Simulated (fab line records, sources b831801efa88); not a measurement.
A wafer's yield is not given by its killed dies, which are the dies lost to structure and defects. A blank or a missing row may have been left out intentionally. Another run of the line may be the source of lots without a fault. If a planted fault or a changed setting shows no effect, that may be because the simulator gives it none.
fab line records	flow gf180mcu
record lots=5	wafers=23
route steps=602 shown M2@362 V2@391 M3@411 V3@429
start-h: start of the lot's first displayed wafer, in hours after the record's first day	wait-h: hours since the lot's step before	" identical to the entry in the row above	L1.1+2: a row that stands for several wafers	- no value present, or no start provided	* or withheld: withheld	< > ~ a bound
route shown NAME@n: a module of which the file shows steps, and the number in the route of the first	usual: mean/standard deviation of fault-free wafers	same: alike in all rows	chamber/n: place in a boat	sites: each site's reading	_std_site: standard deviation across them	_edge_site: inner sites' mean taken away from outer sites' mean	radius-mm: how far each site lies from the wafer's centre	mask NAME#n: copy n	behind: the last tool/chamber to shape the wafer	hold: what put the lot on hold/how long, in hours/how the hold closed	device: the n, p or np transistor that did not switch	end of line: tests run on the same wafers once the route is complete	where a step has no rows: the recipe by itself	killed: dies lost to structure and defects at the first sort, not the wafer's yield	map: dies across one wafer; x = killed, . = not, _ = none there
set.NAME: the setting as run; set.NAME@STEP: as run at that earlier step	model.NAME: the simulator's own value behind a step, which no gauge read
lots whose settings were changed on purpose; a table a step, a row a wafer
## steps
# step GF_M2_SPUTTER_00
# recipe material=Ti	target-thk-nm=37.5	arriving-ion-energy-ev=80	substrate-temp-c=200	chamber-pressure-pa=2	power-w=4000	time-s=150
lot.wafer	tool	chamber	start-h	wait-h	set.power-w	model.Ti_of_M2_SPUTTER_00.thk-nm
L074.1	pvd-sputter-04	-	401.94	0.2	3550	33.66
L074.2	"	-	"	"	3550	33.46
L074.3	"	-	"	"	4000	37.9
L074.4	"	-	"	"	4000	37.69
L074.6	"	-	"	"	3550	33.77
L076.1	pvd-sputter-02	-	429.48	0.2	4000	38.28
L076.2	"	-	"	"	4000	38.03
L076.4	"	-	"	"	4338	41.76
L076.5	"	-	"	"	4000	38.21
L076.6	"	-	"	"	4338	41.43
L077.1	pvd-sputter-04	-	431.04	0.1	4000	37.09
L077.5	"	-	"	"	4000	37.13
L077.6	"	-	"	"	4000	37.37
L078.1	pvd-sputter-01	-	442.24	0.1	4000	37.62
L078.2	"	-	"	"	4000	37.8
L078.4	"	-	"	"	3555	34.21
L078.5	"	-	"	"	3555	33.96
L078.6	"	-	"	"	4000	38.17
L080.2	pvd-sputter-02	-	464.62	0.1	4000	37.76
L080.3	"	-	"	"	4000	37.77
L080.4	"	-	"	"	4402	41.58
L080.5	"	-	"	"	4000	37.84
L080.6	"	-	"	"	4402	41.82
# step GF_M2_EXPOSE_11
# recipe mask-id=Metal2	target-cd-nm=280	na=0.68	source-shape=conventional	sigma-outer=0.6	dose-mj=28
lot.wafer	tool	chamber	start-h	wait-h	mask	set.dose-mj
L074.1+3+6	krf-scanner-01	0	-	-	Metal2#0	26.15
L074.2+4	"	0	"	"	Metal2#0	28
L076.1+5	krf-scanner-01	0	-	-	Metal2#0	29.69
L076.2+4+6	"	0	"	"	Metal2#0	28
L077.1+5+6	krf-scanner-02	0	-	-	Metal2#0	28
L078.1+2+4+5+6	krf-scanner-02	0	-	-	Metal2#0	28
L080.2+3+6	krf-scanner-02	0	-	-	Metal2#0	28
L080.4+5	"	0	"	"	Metal2#0	29.8
# step GF_M2_PEB_12
# recipe peb-temp-c=135	peb-time-s=90	resist=KrF
# step GF_M2_DEVELOP_13
# recipe develop-time-s=60	dev-temp-c=21
# step GF_M2_CD_MEAS_14
# recipe target-cd-nm=280
# usual cd-nm=280.1/1.3
lot.wafer	tool	chamber	start-h	wait-h	set.dose-mj@M2_EXPOSE_11	cd-nm
L074.1	cd-sem-01	-	426.17	0.1	26.15	287.6
L074.2	"	-	"	"	28	278.1
L074.3	"	-	"	"	26.15	289.2
L074.4	"	-	"	"	28	277.9
L074.6	"	-	"	"	26.15	289.2
L076.1	cd-sem-02	-	453.51	0.1	29.69	272.0
L076.2	"	-	"	"	28	279.6
L076.4	"	-	"	"	28	279.8
L076.5	"	-	"	"	29.69	270.9
L076.6	"	-	"	"	28	280.1
L077.1	cd-sem-02	-	455.11	0.1	28	281.7
L077.5	"	-	"	"	28	281.2
L077.6	"	-	"	"	28	281.8
L078.1	cd-sem-01	-	466.71	0.1	28	280.5
L078.2	"	-	"	"	28	280.4
L078.4	"	-	"	"	28	280.5
L078.5	"	-	"	"	28	280.9
L078.6	"	-	"	"	28	280.6
L080.2	cd-sem-01	-	488.89	0.1	28	280.6
L080.3	"	-	"	"	28	280.5
L080.4	"	-	"	"	29.8	270.9
L080.5	"	-	"	"	29.8	271.5
L080.6	"	-	"	"	28	280.2
# step GF_M2_METAL_ETCH_16
# recipe chemistry=Cl2/BCl3	mask-material=KrF	target-depth-nm=627.5	stop-on=SiO2	pressure-mtorr=8	icp-w=800	bias-w=140	Cl2_flow_sccm=80	bcl3-flow-sccm=40	time-s=104.6
lot.wafer	tool	chamber	start-h	wait-h	set.bias-w	set.dose-mj@M2_EXPOSE_11	model.M2.cd-nm
L074.1	rie-metal-02	1	426.32	0.0	140	26.15	284.4
L074.2	"	0	"	"	132.4	28	272.3
L074.3	"	0	"	"	132.4	26.15	283.5
L074.4	"	1	"	"	140	28	276.8
L074.6	"	0	"	"	132.4	26.15	283.9
L076.1	rie-metal-02	0	453.66	0.0	140	29.69	266
L076.2	"	1	"	"	140	28	280
L076.4	"	1	"	"	140	28	279.8
L076.5	"	0	"	"	140	29.69	267.9
L076.6	"	1	"	"	140	28	280.1
L077.1	rie-metal-03	0	455.26	0.0	140	28	281.5
L077.5	"	0	"	"	140	28	281
L077.6	"	1	"	"	140	28	283.9
L078.1	rie-metal-02	1	466.87	0.0	140	28	277.2
L078.2	"	0	"	"	147.9	28	276.2
L078.4	"	1	"	"	140	28	276.1
L078.5	"	1	"	"	140	28	276.9
L078.6	"	0	"	"	147.9	28	276.3
L080.2	rie-metal-02	1	489.03	0.0	140	28	278.7
L080.3	"	1	"	"	140	28	276.2
L080.4	"	0	"	"	140	29.8	266.7
L080.5	"	1	"	"	140	29.8	271.7
L080.6	"	0	"	"	140	28	275.4
# step GF_V2_COAT_09
# recipe resist=KrF	spin-rpm=withheld	resist-thk-nm=1000
lot.wafer	tool	chamber	start-h	wait-h	set.resist-thk-nm	model.KrF_of_V2_COAT_09.thk-nm
L074.1	litho-track-04	0	-	-	1000	996.1
L074.2	"	0	"	"	1059	1055
L074.3	"	0	"	"	1000	994.3
L074.4+6	"	0	"	"	1059	1054
L076.1	litho-track-04	0	-	-	1000	996.2
L076.2	"	0	"	"	1000	997.9
L076.4	"	0	"	"	1000	999.4
L076.5	"	0	"	"	1000	997.5
L076.6	"	0	"	"	1000	998.8
L077.1	litho-track-03	0	-	-	1000	1000
L077.5	"	0	"	"	1000	999.3
L077.6	"	0	"	"	1000	999.2
L078.1	litho-track-01	0	-	-	1051	1051
L078.2	"	0	"	"	1000	1002
L078.4	"	0	"	"	1051	1052
L078.5	"	0	"	"	1000	1003
L078.6	"	0	"	"	1000	1001
L080.2	litho-track-04	0	-	-	958.2	959.1
L080.3	"	0	"	"	1000	1002
L080.4	"	0	"	"	1000	1000
L080.5	"	0	"	"	958.2	958
L080.6	"	0	"	"	1000	1001
# step GF_V2_PEB_12
# recipe peb-temp-c=135	peb-time-s=90	resist=KrF
lot.wafer	tool	chamber	start-h	wait-h	set.peb-time-s
L074.1+2	litho-track-01	0	-	-	94.48
L074.3+4+6	"	0	"	"	90
L076.1+2	litho-track-01	0	-	-	90
L076.4+5+6	"	0	"	"	101.3
L077.1+5+6	litho-track-04	0	-	-	90
L078.1+2+4+5+6	litho-track-03	0	-	-	90
L080.2+3+4+5+6	litho-track-03	0	-	-	90
# step GF_V2_DEVELOP_13
# recipe develop-time-s=60	resist=KrF	dev-temp-c=21
# step GF_V2_ETCH_16
# recipe chemistry=N2/H2	target-depth-a=withheld	overetch-a=withheld	time-s=withheld	target=BARC	ion-energy-ev=200	source-w=500	bias-w=100	pressure-mtorr=30	n2-flow-sccm=100	h2-flow-sccm=200
# step GF_V2_ETCH_17
# recipe chemistry=C4F8/O2/Ar	mask-material=KrF	target=SiO2	stop-on=TiN	source-w=1500	bias-w=1213	pressure-mtorr=40	c4f8-flow-sccm=withheld	O2_flow_sccm=6	Ar_flow_sccm=300	time-s=withheld	target-depth-a=6300
# step GF_V2_STRIP_18
# recipe chemistry=O2/N2	power-w=1400	pressure-mtorr=1500	platen-temp-c=250	o2-flow-sccm=3000	n2-flow-sccm=300	overash-fraction=0.5
# usual oes-product-au=0.591/0.0049
lot.wafer	tool	chamber	start-h	wait-h	set.resist-thk-nm@V2_COAT_09	oes-product-au
L074.1	plasma-asher-03	1	452.06	-	1000	0.590
L074.2	"	0	"	"	1059	0.620
L074.3	"	0	"	"	1000	0.592
L074.4	"	1	"	"	1059	0.611
L074.6	"	0	"	"	1059	0.612
L076.1	plasma-asher-02	1	479.66	-	1000	0.598
L076.2	"	0	"	"	1000	0.596
L076.4	"	0	"	"	1000	0.593
L076.5	"	0	"	"	1000	0.587
L076.6	"	1	"	"	1000	0.587
L077.1	plasma-asher-03	1	480.50	-	1000	0.599
L077.5	"	0	"	"	1000	0.593
L077.6	"	1	"	"	1000	0.594
L078.1	plasma-asher-03	1	492.39	-	1051	0.604
L078.2	"	0	"	"	1000	0.595
L078.4	"	1	"	"	1051	0.616
L078.5	"	0	"	"	1000	0.585
L078.6	"	1	"	"	1000	0.593
L080.2	plasma-asher-01	1	514.59	-	958.2	0.581
L080.3	"	1	"	"	1000	0.600
L080.4	"	0	"	"	1000	0.602
L080.5	"	0	"	"	958.2	0.577
L080.6	"	1	"	"	1000	0.591
# step GF_V2_SPUTTER_21
# recipe material=Ti	target-thk-nm=15	chamber-pressure-pa=5	power-w=2500	substrate-temp-c=200	time-s=80.02
lot.wafer	tool	chamber	start-h	wait-h	set.power-w	model.Ti_of_V2_SPUTTER_21.thk-nm
L074.1	pvd-sputter-03	-	452.66	0.0	2799	16.48
L074.2	"	-	"	"	2500	14.77
L074.3	"	-	"	"	2500	14.9
L074.4	"	-	"	"	2500	14.88
L074.6	"	-	"	"	2799	16.57
L076.1	pvd-sputter-01	-	480.22	0.0	2578	15.5
L076.2	"	-	"	"	2500	15.14
L076.4	"	-	"	"	2578	15.42
L076.5	"	-	"	"	2500	14.94
L076.6	"	-	"	"	2500	14.99
L077.1	pvd-sputter-02	-	481.10	0.0	2500	15.15
L077.5	"	-	"	"	2500	15.16
L077.6	"	-	"	"	2500	15.12
L078.1+4	pvd-sputter-02	-	492.93	0.0	2500	15.11
L078.2	"	-	"	"	2500	15.27
L078.5	"	-	"	"	2673	16.25
L078.6	"	-	"	"	2673	16.32
L080.2	pvd-sputter-02	-	515.13	0.0	2500	15.2
L080.3	"	-	"	"	2664	16.2
L080.4	"	-	"	"	2664	16.15
L080.5	"	-	"	"	2500	15.21
L080.6	"	-	"	"	2500	15.22
# step GF_M3_SPUTTER_02
# recipe material=AlCu	target-thk-nm=450	power-w=10600	time-s=23.9	chamber-pressure-pa=0.4
lot.wafer	tool	chamber	start-h	wait-h	set.time-s	model.AlCu_of_M3_SPUTTER_02.thk-nm
L074.1	pvd-sputter-01	-	453.48	0.0	23.9	449.6
L074.2	"	-	"	"	23.9	449.2
L074.3	"	-	"	"	23.9	450.4
L074.4	"	-	"	"	21.37	398.4
L074.6	"	-	"	"	21.37	402.8
L076.1	pvd-sputter-03	-	481.05	0.0	23.9	448.3
L076.2+5	"	-	"	"	23.9	446
L076.4	"	-	"	"	23.9	449.4
L076.6	"	-	"	"	23.9	448.2
L077.1	pvd-sputter-01	-	481.92	0.0	23.9	443.7
L077.5	"	-	"	"	23.9	443.8
L077.6	"	-	"	"	23.9	443.6
L078.1	pvd-sputter-03	-	493.86	0.0	23.9	438.9
L078.2	"	-	"	"	22.78	424.2
L078.4	"	-	"	"	23.9	439.4
L078.5	"	-	"	"	22.78	420.1
L078.6	"	-	"	"	23.9	440.7
L080.2	pvd-sputter-03	-	515.95	0.0	23.9	444.8
L080.3	"	-	"	"	23.9	448
L080.4	"	-	"	"	23.9	447.8
L080.5	"	-	"	"	23.9	446.3
L080.6	"	-	"	"	23.9	452.2
# step GF_M3_SPUTTER_03
# recipe material=Ti	target-thk-nm=10	substrate-temp-c=300	chamber-pressure-pa=0.3	power-w=3000	time-s=6.7
# step GF_M3_SPUTTER_04
# recipe material=TiN	target-thk-nm=50	power-w=6500	time-s=41.7	chamber-pressure-pa=0.4
# step GF_M3_RS_MEAS_05
# recipe thk-meas-gauge=four-point-probe	reads=TiN_of_M3_SPUTTER_04+Ti_of_M3_SPUTTER_03+AlCu_of_M3_SPUTTER_02+TiN_of_M3_SPUTTER_01+Ti_of_M3_SPUTTER_00
# usual M3_ALCU_RS=0.0697/0.0007
lot.wafer	tool	chamber	start-h	wait-h	set.time-s@M3_SPUTTER_02	M3_ALCU_RS[ohm/sq]
L074.1	film-metro-01	-	453.57	0.0	23.9	0.0696
L074.2	"	-	"	"	23.9	0.0697
L074.3	"	-	"	"	23.9	0.0695
L074.4	"	-	"	"	21.37	0.0787
L074.6	"	-	"	"	21.37	0.0777
L076.1	film-metro-04	-	481.14	0.0	23.9	0.0699
L076.2	"	-	"	"	23.9	0.0701
L076.4	"	-	"	"	23.9	0.0697
L076.5	"	-	"	"	23.9	0.0703
L076.6	"	-	"	"	23.9	0.0699
L077.1	film-metro-03	-	482.01	0.0	23.9	0.0704
L077.5	"	-	"	"	23.9	0.0705
L077.6	"	-	"	"	23.9	0.0706
L078.1	film-metro-03	-	493.95	0.0	23.9	0.0712
L078.2	"	-	"	"	22.78	0.0738
L078.4	"	-	"	"	23.9	0.0713
L078.5	"	-	"	"	22.78	0.0746
L078.6	"	-	"	"	23.9	0.0710
L080.2	film-metro-04	-	516.06	0.0	23.9	0.0704
L080.3	"	-	"	"	23.9	0.0700
L080.4	"	-	"	"	23.9	0.0700
L080.5	"	-	"	"	23.9	0.0702
L080.6	"	-	"	"	23.9	0.0693
# step GF_M3_THK_MEAS_06
# recipe thk-meas-gauge=xrf	reads=AlCu_of_M3_SPUTTER_02
# usual M3_ALCU_THK=444/4.1
lot.wafer	tool	chamber	start-h	wait-h	set.time-s@M3_SPUTTER_02	M3_ALCU_THK[nm]
L074.1	film-metro-01	-	453.69	0.1	23.9	446
L074.2	"	-	"	"	23.9	443
L074.3	"	-	"	"	23.9	443
L074.4	"	-	"	"	21.37	391
L074.6	"	-	"	"	21.37	398
L076.1	film-metro-04	-	481.26	0.1	23.9	444
L076.2	"	-	"	"	23.9	438
L076.4	"	-	"	"	23.9	444
L076.5	"	-	"	"	23.9	440
L076.6	"	-	"	"	23.9	441
L077.1	film-metro-03	-	482.13	0.1	23.9	438
L077.5	"	-	"	"	23.9	439
L077.6	"	-	"	"	23.9	438
L078.1	film-metro-03	-	494.07	0.1	23.9	435
L078.2	"	-	"	"	22.78	420
L078.4	"	-	"	"	23.9	437
L078.5	"	-	"	"	22.78	417
L078.6	"	-	"	"	23.9	437
L080.2	film-metro-04	-	516.17	0.1	23.9	443
L080.3	"	-	"	"	23.9	443
L080.4	"	-	"	"	23.9	443
L080.5	"	-	"	"	23.9	444
L080.6	"	-	"	"	23.9	447
# step GF_M3_COAT_09
# recipe resist=KrF	spin-rpm=withheld	resist-thk-nm=1000
lot.wafer	tool	chamber	start-h	wait-h	set.resist-thk-nm	model.KrF_of_M3_COAT_09.thk-nm
L074.1	litho-track-02	0	465.58	0.1	954.9	955.3
L074.2	"	0	"	"	954.9	952.5
L074.3	"	0	"	"	1000	996.1
L074.4	"	0	"	"	1000	-
L074.6	"	0	"	"	954.9	-
L076.1	litho-track-02	0	492.57	0.1	947.9	949.4
L076.2	"	0	"	"	1000	996.9
L076.4	"	0	"	"	947.9	947.8
L076.5	"	0	"	"	947.9	949.3
L076.6	"	0	"	"	1000	1000
L077.1	litho-track-02	0	493.92	0.1	1000	1000
L077.5	"	0	"	"	1000	999.9
L077.6	"	0	"	"	1000	1004
L078.1	litho-track-01	0	505.67	0.1	1000	997
L078.2	"	0	"	"	982.5	978
L078.4	"	0	"	"	982.5	979.5
L078.5	"	0	"	"	1000	996.5
L078.6	"	0	"	"	982.5	979.2
L080.2	litho-track-02	0	527.10	0.1	1000	1002
L080.3	"	0	"	"	1000	998.9
L080.4	"	0	"	"	1000	1000
L080.5	"	0	"	"	1000	999.1
L080.6	"	0	"	"	1000	1001
# step GF_M3_SOFTBAKE_10
# recipe temp-c=130	time-s=60	resist=KrF
# step GF_M3_EXPOSE_11
# recipe mask-id=Metal3	target-cd-nm=280	na=0.68	source-shape=conventional	sigma-outer=0.6	dose-mj=28
# step GF_M3_METAL_ETCH_16
# recipe chemistry=Cl2/BCl3	mask-material=KrF	target-depth-nm=627.5	stop-on=SiO2	pressure-mtorr=8	icp-w=800	bias-w=140	Cl2_flow_sccm=80	bcl3-flow-sccm=40	time-s=104.6
# usual oes-product-au=0.970/0.0057
lot.wafer	tool	chamber	start-h	wait-h	set.time-s@M3_SPUTTER_02	set.resist-thk-nm@M3_COAT_09	oes-product-au	model.KrF_of_M3_COAT_09.thk-nm
L074.1	rie-metal-03	0	477.93	0.0	23.9	954.9	0.972	688.6
L074.2	"	1	"	"	23.9	954.9	0.975	686.9
L074.3	"	0	"	"	23.9	1000	0.973	727
L074.4	"	1	"	"	21.37	1000	0.926	-
L074.6	"	1	"	"	21.37	954.9	0.929	-
L076.1	rie-metal-01	1	504.33	0.0	23.9	947.9	0.964	683.3
L076.2	"	0	"	"	23.9	1000	0.965	732
L076.4	"	1	"	"	23.9	947.9	0.966	681.2
L076.5	"	0	"	"	23.9	947.9	0.964	684.8
L076.6	"	1	"	"	23.9	1000	0.970	734.1
L077.1	rie-metal-04	0	506.01	0.0	23.9	1000	0.964	735.6
L077.5	"	0	"	"	23.9	1000	0.967	734.1
L077.6	"	0	"	"	23.9	1000	0.967	741.4
L078.1	rie-metal-01	1	517.33	0.0	23.9	1000	0.964	730.1
L078.2	"	0	"	"	22.78	982.5	0.950	710.6
L078.4	"	1	"	"	23.9	982.5	0.970	711.9
L078.5	"	0	"	"	22.78	1000	0.933	730.1
L078.6	"	1	"	"	23.9	982.5	0.966	710.2
L080.2	rie-metal-04	0	539.33	0.0	23.9	1000	0.969	736
L080.3	"	1	"	"	23.9	1000	0.962	729
L080.4	"	0	"	"	23.9	1000	0.975	733.6
L080.5	"	1	"	"	23.9	1000	0.973	730.1
L080.6	"	0	"	"	23.9	1000	0.975	735.1
# step GF_M3_STRIP_17
# recipe chemistry=O2/N2	power-w=1400	pressure-mtorr=1500	platen-temp-c=250	o2-flow-sccm=3000	n2-flow-sccm=300	overash-fraction=0.5
# usual strip-time-to-endpoint-s=7.87/0.033
lot.wafer	tool	chamber	start-h	wait-h	set.resist-thk-nm@M3_COAT_09	strip-time-to-endpoint-s
L074.1	plasma-asher-04	0	478.04	0.1	954.9	7.43
L074.2	"	1	"	"	954.9	7.43
L074.3	"	1	"	"	1000	7.80
L074.4	"	0	"	"	1000	7.85
L074.6	"	0	"	"	954.9	7.40
L076.1	plasma-asher-04	0	504.44	0.1	947.9	7.37
L076.2	"	1	"	"	1000	7.84
L076.4	"	0	"	"	947.9	7.35
L076.5	"	0	"	"	947.9	7.36
L076.6	"	1	"	"	1000	7.87
L077.1	plasma-asher-03	1	506.24	0.2	1000	7.87
L077.5	"	0	"	"	1000	7.87
L077.6	"	1	"	"	1000	7.95
L078.1	plasma-asher-03	0	517.44	0.1	1000	7.83
L078.2	"	1	"	"	982.5	7.65
L078.4	"	1	"	"	982.5	7.65
L078.5	"	1	"	"	1000	7.83
L078.6	"	0	"	"	982.5	7.62
L080.2	plasma-asher-04	1	539.44	0.1	1000	7.89
L080.3	"	0	"	"	1000	7.83
L080.4	"	1	"	"	1000	7.85
L080.5	"	0	"	"	1000	7.83
L080.6	"	1	"	"	1000	7.87
# step GF_V3_CVD_00
# recipe material=SiO2	target-thk-nm=600	sigma-open-frac=0.3	temp-c=400	time-s=100	sih4-flow-sccm=60	pressure-mtorr=6
lot.wafer	tool	chamber	start-h	wait-h	set.sih4-flow-sccm	model.SiO2_of_V3_CVD_00.thk-nm
L074.1	hdpcvd-02	1	478.58	0.0	62.8	625.7
L074.2	"	2	"	"	60	592.5
L074.3	"	0	"	"	62.8	626
L074.4	"	0	"	"	62.8	624.9
L074.6	"	1	"	"	60	597.7
L076.1	hdpcvd-01	2	504.98	0.0	60	591.7
L076.2	"	0	"	"	60	606.1
L076.4	"	2	"	"	54.34	531.3
L076.5	"	0	"	"	60	597.4
L076.6	"	1	"	"	54.34	537.5
L077.1	hdpcvd-01	1	506.77	0.0	60	605.3
L077.5	"	2	"	"	60	591
L077.6	"	0	"	"	60	598.6
L078.1	hdpcvd-01	1	517.98	0.0	60	584.5
L078.2	"	0	"	"	60	599.9
L078.4	"	2	"	"	60	590.2
L078.5	"	1	"	"	60	588.1
L078.6	"	0	"	"	60	586.5
L080.2	hdpcvd-02	2	539.98	0.0	65.55	655.8
L080.3	"	0	"	"	60	591.3
L080.4	"	0	"	"	60	603.7
L080.5	"	1	"	"	60	596.5
L080.6	"	2	"	"	65.55	658
# step GF_V3_THK_MEAS_01
# recipe reads=SiO2_of_V3_CVD_00
# usual V3_CVD_00_THK=595/6.2
lot.wafer	tool	chamber	start-h	wait-h	set.sih4-flow-sccm@V3_CVD_00	V3_CVD_00_THK[nm]
L074.1	film-metro-03	-	478.66	0.0	62.8	626
L074.2	"	-	"	"	60	593
L074.3	"	-	"	"	62.8	626
L074.4	"	-	"	"	62.8	625
L074.6	"	-	"	"	60	598
L076.1	film-metro-04	-	505.05	0.0	60	592
L076.2	"	-	"	"	60	606
L076.4	"	-	"	"	54.34	531
L076.5	"	-	"	"	60	598
L076.6	"	-	"	"	54.34	537
L077.1	film-metro-04	-	506.84	0.0	60	605
L077.5	"	-	"	"	60	591
L077.6	"	-	"	"	60	598
L078.1	film-metro-03	-	518.06	0.0	60	585
L078.2	"	-	"	"	60	600
L078.4	"	-	"	"	60	590
L078.5	"	-	"	"	60	588
L078.6	"	-	"	"	60	587
L080.2	film-metro-03	-	540.06	0.0	65.55	655
L080.3	"	-	"	"	60	591
L080.4	"	-	"	"	60	604
L080.5	"	-	"	"	60	597
L080.6	"	-	"	"	65.55	658
# step GF_V3_CMP_04
# recipe material=SiO2	down-force-psi=4	platen-rpm=60	pad-velocity-m-s=0.94248
lot.wafer	tool	chamber	start-h	wait-h	set.leave-above-ref-nm	model.SiO2_of_V3_CVD_02.thk-nm
L074.3	cmp-01	3	478.85	0.0	632.5	631.6
L074.1	"	0	"	"	632.5	632.7
L074.4	"	1	"	"	605.3	605.6
L074.2	"	2	"	"	605.3	604.6
L074.6	"	0	"	"	605.3	605.4
L076.2	cmp-01	3	505.24	0.0	632.5	633.7
L076.1	"	0	"	"	632.5	632.1
L076.4	"	2	"	"	632.5	632.8
L076.5	"	3	"	"	632.5	633
L076.6	"	0	"	"	632.5	633.2
L077.1	cmp-02	2	507.13	0.1	632.5	631.9
L077.6	"	0	"	"	632.5	631.6
L077.5	"	1	"	"	632.5	631.5
L078.4	cmp-02	2	518.25	0.0	632.5	632.4
L078.2	"	3	"	"	656.9	657
L078.1	"	1	"	"	656.9	656.6
L078.5	"	2	"	"	632.5	631.9
L078.6	"	3	"	"	632.5	631.5
L080.4	cmp-01	3	540.24	0.0	617.3	616.5
L080.3	"	0	"	"	617.3	616.4
L080.2	"	1	"	"	617.3	615.5
L080.5	"	3	"	"	632.5	631.3
L080.6	"	0	"	"	632.5	631.7
## key
split step=GF_M2_SPUTTER_00	setting=power-w	stated=4000	by=wafer
response step=GF_M2_SPUTTER_00	reading=model.Ti_of_M2_SPUTTER_00.thk-nm	change=+0.372	per=1%	r=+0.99
split step=GF_M2_EXPOSE_11	setting=dose-mj	stated=28	by=wafer
response step=GF_M2_CD_MEAS_14	reading=cd-nm	change=-1.48	per=1%	r=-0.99
response step=GF_M2_METAL_ETCH_16	reading=model.M2.cd-nm	change=-1.56	per=1%	r=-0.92
split step=GF_M2_METAL_ETCH_16	setting=bias-w	stated=140	by=wafer
response none clear
split step=GF_V2_COAT_09	setting=resist-thk-nm	stated=1000	by=wafer
response step=GF_V2_COAT_09	reading=model.KrF_of_V2_COAT_09.thk-nm	change=+9.96	per=1%	r=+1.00
response step=GF_V2_STRIP_18	reading=oes-product-au	change=+0.00395	per=1%	r=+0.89
split step=GF_V2_PEB_12	setting=peb-time-s	stated=90	by=wafer
response none clear
split step=GF_V2_SPUTTER_21	setting=power-w	stated=2500	by=wafer
response step=GF_V2_SPUTTER_21	reading=model.Ti_of_V2_SPUTTER_21.thk-nm	change=+0.146	per=1%	r=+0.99
split step=GF_M3_SPUTTER_02	setting=time-s	stated=23.9	by=wafer
response step=GF_M3_SPUTTER_02	reading=model.AlCu_of_M3_SPUTTER_02.thk-nm	change=+4.49	per=1%	r=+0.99
response step=GF_M3_RS_MEAS_05	reading=M3_ALCU_RS	change=-0.000785	per=1%	r=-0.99
response step=GF_M3_THK_MEAS_06	reading=M3_ALCU_THK	change=+4.52	per=1%	r=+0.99
response step=GF_M3_METAL_ETCH_16	reading=oes-product-au	change=+0.00449	per=1%	r=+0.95
split step=GF_M3_COAT_09	setting=resist-thk-nm	stated=1000	by=wafer
response step=GF_M3_COAT_09	reading=model.KrF_of_M3_COAT_09.thk-nm	change=+9.54	per=1%	r=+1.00
response step=GF_M3_METAL_ETCH_16	reading=model.KrF_of_M3_COAT_09.thk-nm	change=+9.44	per=1%	r=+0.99
response step=GF_M3_STRIP_17	reading=strip-time-to-endpoint-s	change=*	per=1%	r=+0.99
split step=GF_V3_CVD_00	setting=sih4-flow-sccm	stated=60	by=wafer
response step=GF_V3_CVD_00	reading=model.SiO2_of_V3_CVD_00.thk-nm	change=+6.61	per=1%	r=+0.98
response step=GF_V3_THK_MEAS_01	reading=V3_CVD_00_THK	change=+6.62	per=1%	r=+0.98
split step=GF_V3_CMP_04	setting=leave-above-ref-nm	stated=632.5	by=wafer
response step=GF_V3_CMP_04	reading=model.SiO2_of_V3_CVD_02.thk-nm	change=+6.35	per=1%	r=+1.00
